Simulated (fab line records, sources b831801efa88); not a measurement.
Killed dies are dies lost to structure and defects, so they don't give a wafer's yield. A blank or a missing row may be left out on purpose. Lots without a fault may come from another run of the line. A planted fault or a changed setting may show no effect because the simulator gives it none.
Chamber matching | flow sky130 | SKY_VIA3_CMP_02 on cmp-02: 4 sister chambers
The step polishes SiO2. 8 wafers are shown with their chamber, then 12 later ones without.

WAFERS WITH THEIR CHAMBER
wafer  | chamber | motor_current_A (A)
L081.1 | 3       | 11.6
L083.2 | 1       | 12.0
L083.6 | 1       | 12.1
L084.4 | 3       | 12.0
L085.5 | 0       | 9.6
L088.3 | 2       | 12.5
L088.4 | 0       | 10.5
L088.5 | 2       | 12.3

WAFERS WITHOUT THEIR CHAMBER
wafer  | motor_current_A (A)
L091.1 | 10.1
L091.3 | 11.9
L091.6 | 11.6
L093.2 | 12.1
L093.3 | 10.1
L093.4 | 12.5
L096.1 | 11.9
L096.4 | 9.3
L096.6 | 10.1
L097.1 | 11.8
L097.3 | 12.8
L097.4 | 10.1

WHICH CHAMBER EACH WENT THROUGH
wafer  | from the rows above          | in truth
L091.1 | 0                            | 0
L091.3 | can't be placed: 3 or 1 or 2 | 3
L091.6 | can't be placed: 3 or 1 or 2 | 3
L093.2 | can't be placed: 1 or 3 or 2 | 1
L093.3 | 0                            | 0
L093.4 | can't be placed: 2 or 1 or 3 | 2
L096.1 | can't be placed: 3 or 1 or 2 | 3
L096.4 | 0                            | 0
L096.6 | 0                            | 0
L097.1 | can't be placed: 3 or 1 or 2 | 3
L097.3 | can't be placed: 2 or 1 or 3 | 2
L097.4 | 0                            | 0
Placed correctly: 5 of 12. Can't be placed from these rows: 7 (the true chamber is among the candidates in 7). Placed wrongly: 0.
How it was worked out, from the rows above alone: a wafer's distance from a chamber is the root of the sum, over the readings, of the square of ((its reading less the chamber's mean) divided by the reading's scatter). The wafer belongs to the nearest chamber; if the next one is less than 2 further off, it can't be placed. A chamber's mean is the mean of its shown wafers. The scatter: the root of (the sum of the squares of (reading less its chamber's mean) over the shown wafers, divided by (wafers less chambers)).
